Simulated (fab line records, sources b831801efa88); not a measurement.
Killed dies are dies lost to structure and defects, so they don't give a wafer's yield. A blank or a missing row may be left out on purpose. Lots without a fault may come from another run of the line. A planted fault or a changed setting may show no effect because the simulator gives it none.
A struck lot beside a sound one | flow sfq_line | 41 steps out of a route of 325
Sound: wafers L282.1, L282.4, L282.6. Struck: wafers L273.1, L273.4, L273.6. The cause comes at the end.
At each step with rows: each side's tool, then ch and its chambers, then its first start. Under that, the readings that differ: sound wafers | struck wafers | difference of the means | sigmas: that difference in standard deviations of wafers without a fault.
alike: readings whose means differ by less than 2 such deviations, and words and numbers that are the same on both sides. not compared: withheld readings, readings that some wafer has no value for, bounds like >300 that may hide the same value, and numbers for which the record gives no deviation and whose values overlap.
The two part at a step that has a row with sigmas, a row that says differs or no value, or rows on one side only. Numbers that don't overlap but have no deviation are shown without sigmas and don't part them. A reading that every wafer of one side lacks parts them only if that side has two wafers or more.

first, 1 step without rows for these wafers: SFQ_TRILAYER_M3_DEP_PRE_CLEAN_074 (time 22.5 s).
SFQ_TRILAYER_M3_DEP_SPUTTER_073: material Nb, target thk 200 nm, time 133.3 s.
  sound on pvd_sputter-05, day 39 18:47; struck on pvd_sputter-05, day 37 01:55
  alike: throttle_valve_pct
SFQ_M3_RS_MEAS_919: measures by four-point-probe.
  sound on film_metro-01, day 39 18:53; struck on film_metro-01, day 37 02:01
  alike: M3_NB_RS
then, 6 steps without rows for these wafers: SFQ_TRILAYER_M3_LITHO_COAT_080 (resist thk 62 nm); SFQ_TRILAYER_M3_LITHO_COAT_075 (resist thk 600 nm); SFQ_TRILAYER_M3_LITHO_SOFTBAKE_079; SFQ_TRILAYER_M3_LITHO_EXPOSE_076 (exposes mask M3, target cd 500 nm); SFQ_TRILAYER_M3_LITHO_PEB_078 (peb time 60 s); SFQ_TRILAYER_M3_LITHO_DEVELOP_077 (time 60 s).
SFQ_M3_OVL_MEAS_921:
  sound on overlay-01, day 40 00:47; struck on overlay-01, day 37 04:33
  reading     | sound    | struck | difference | sigmas
  M3_OVL (nm) | 0 -10 -8 | 7 6 3  | +11        | +2
SFQ_TRILAYER_M3_BARC_OPEN_METAL_ETCH_100: etches BARC in O2, target depth 125 nm, time 41.7 s.
  sound on rie_metal-03 ch 0,1, day 40 00:49; struck on rie_metal-01 ch 0,1, day 37 04:35
  alike: drypump_motor_current_A, oes_product_au
  not compared: rf_hours_counter_h
SFQ_TRILAYER_M3_ETCH_METAL_ETCH_078: etches Nb in Cl2/Ar, stops on SiO2, target depth 240 nm, time 120 s.
  sound on rie_metal-03 ch 0,1, day 40 00:53; struck on rie_metal-01 ch 0,1, day 37 04:39
  reading                                             | sound             | struck            | difference | sigmas
  oes_product_au (a.u.)                               | 0.888 0.884 0.881 | 0.781 0.793 0.788 | -0.097     | -12
  model.KrF_of_TRILAYER_M3_LITHO_COAT_075.thk_nm (nm) | 384.7 377 378.2   | 435 428.4 433.3   | +52        |
  model.M3.feature_depth_nm (nm)                      | 200.2 195.7 196.3 | 154.2 160.7 155.8 | -40.5      |
  model.etch.depth_nm (nm)                            | 200.2 195.7 196.3 | 154.2 160.7 155.8 | -40.5      |
  alike: drypump_motor_current_A
  not compared: rf_hours_counter_h
SFQ_TRILAYER_M3_STRIP_STRIP_079: strips in O2.
  sound on rie_metal-03 ch 0,1, day 40 01:00; struck on rie_metal-01 ch 0,1, day 37 04:46
  alike: drypump_motor_current_A, oes_product_au
  not compared: rf_hours_counter_h
then, 3 steps without rows for these wafers: SFQ_TRILAYER_M3_STRIP_SOLV_CLEAN_080 (cleans in NMP, time 600 s); SFQ_TRILAYER_I3_DEP_PECVD_081 (deposits SiO2 from SiH4/N2O, time 111.11 s, target thk 500 nm); SFQ_TRILAYER_I3_CMP_CMP_082 (polishes SiO2).
-- the record jumps here: 2 days lie between the struck wafers' starts before and after --
SFQ_I3_BOW_MEAS_922:
  sound on film_metro-04, day 41 06:52; struck on film_metro-01, day 39 08:52
  reading     | sound       | struck | difference | sigmas
  I3_BOW (um) | -26 -20 -10 | 1 -7 6 | +19        | +2
SFQ_TRILAYER_I3_METRO_MEASURE_083:
  sound on film_metro-04, day 41 06:59; struck on film_metro-01, day 39 08:59
  reading     | sound             | struck            | difference | sigmas
  thk_nm (nm) | 202.7 200.9 200.0 | 199.1 198.4 197.9 | -2.7       | -3
then, 6 steps without rows for these wafers: SFQ_TRILAYER_I3_VIA_LITHO_COAT_090 (resist thk 62 nm); SFQ_TRILAYER_I3_VIA_LITHO_COAT_085 (resist thk 650 nm); SFQ_TRILAYER_I3_VIA_LITHO_SOFTBAKE_089; SFQ_TRILAYER_I3_VIA_LITHO_EXPOSE_086 (exposes mask I3, target cd 500 nm); SFQ_TRILAYER_I3_VIA_LITHO_PEB_088 (peb time 60 s); SFQ_TRILAYER_I3_VIA_LITHO_DEVELOP_087 (time 60 s).
-- the record jumps here: 6 days lie between the struck wafers' starts before and after --
SFQ_I3_OVL_MEAS_923:
  sound on overlay-01, day 47 18:04; struck on overlay-02, day 45 01:58
  alike: I3_OVL
then, 1 step without rows for these wafers: SFQ_TRILAYER_I3_VIA_BARC_OPEN_VIA_ETCH_121 (etches BARC in O2, target depth 125 nm, time 41.7 s).
SFQ_TRILAYER_I3_VIA_ETCH_VIA_ETCH_088: etches SiO2 in CHF3, stops on Nb, target depth 260 nm.
  sound on rie_diel-02 ch 0,1, day 47 18:08; struck on rie_diel-03 ch 0,2,3, day 45 02:02
  alike: drypump_motor_current_A, oes_product_au
then, 4 steps without rows for these wafers: SFQ_TRILAYER_I3_VIA_STRIP_STRIP_089 (strips in O2); SFQ_TRILAYER_I3_VIA_STRIP_SOLV_CLEAN_090 (cleans in NMP, time 600 s); SFQ_TRILAYER_M4_DEP_PRE_CLEAN_092 (time 22.5 s); SFQ_TRILAYER_M4_DEP_SPUTTER_091 (material Nb, target thk 200 nm, time 133.3 s).
SFQ_M4_RS_MEAS_924: measures by four-point-probe.
  sound on film_metro-02, day 47 19:09; struck on film_metro-02, day 45 03:03
  alike: M4_NB_RS
then, 6 steps without rows for these wafers: SFQ_TRILAYER_M4_LITHO_COAT_098 (resist thk 62 nm); SFQ_TRILAYER_M4_LITHO_COAT_093 (resist thk 600 nm); SFQ_TRILAYER_M4_LITHO_SOFTBAKE_097; SFQ_TRILAYER_M4_LITHO_EXPOSE_094 (exposes mask M4, target cd 500 nm); SFQ_TRILAYER_M4_LITHO_PEB_096 (peb time 60 s); SFQ_TRILAYER_M4_LITHO_DEVELOP_095 (time 60 s).
SFQ_M4_OVL_MEAS_926:
  sound on overlay-01, day 47 21:35; struck on overlay-02, day 45 05:29
  alike: M4_OVL
then, 1 step without rows for these wafers: SFQ_TRILAYER_M4_BARC_OPEN_METAL_ETCH_123 (etches BARC in O2, target depth 125 nm, time 41.7 s).
-- the record jumps here: 46 days lie between the struck wafers' starts before and after --
SFQ_M8_BOW_MEAS_951:
  sound on film_metro-03, day 92 20:05; struck on film_metro-03, day 91 02:05
  reading                       | sound      | struck  | difference | sigmas
  M8_BOW (um)                   | -22 -18 -8 | 5 -3 11 | +20        | +2
  model.etest.m3.comb_log10_ohm | 12 12 12   | 0 0 0   | -12        |

WHERE THEY PART
First at SFQ_M3_OVL_MEAS_921; last, within this record, at SFQ_M8_BOW_MEAS_951.

WHY: what the simulator had put in
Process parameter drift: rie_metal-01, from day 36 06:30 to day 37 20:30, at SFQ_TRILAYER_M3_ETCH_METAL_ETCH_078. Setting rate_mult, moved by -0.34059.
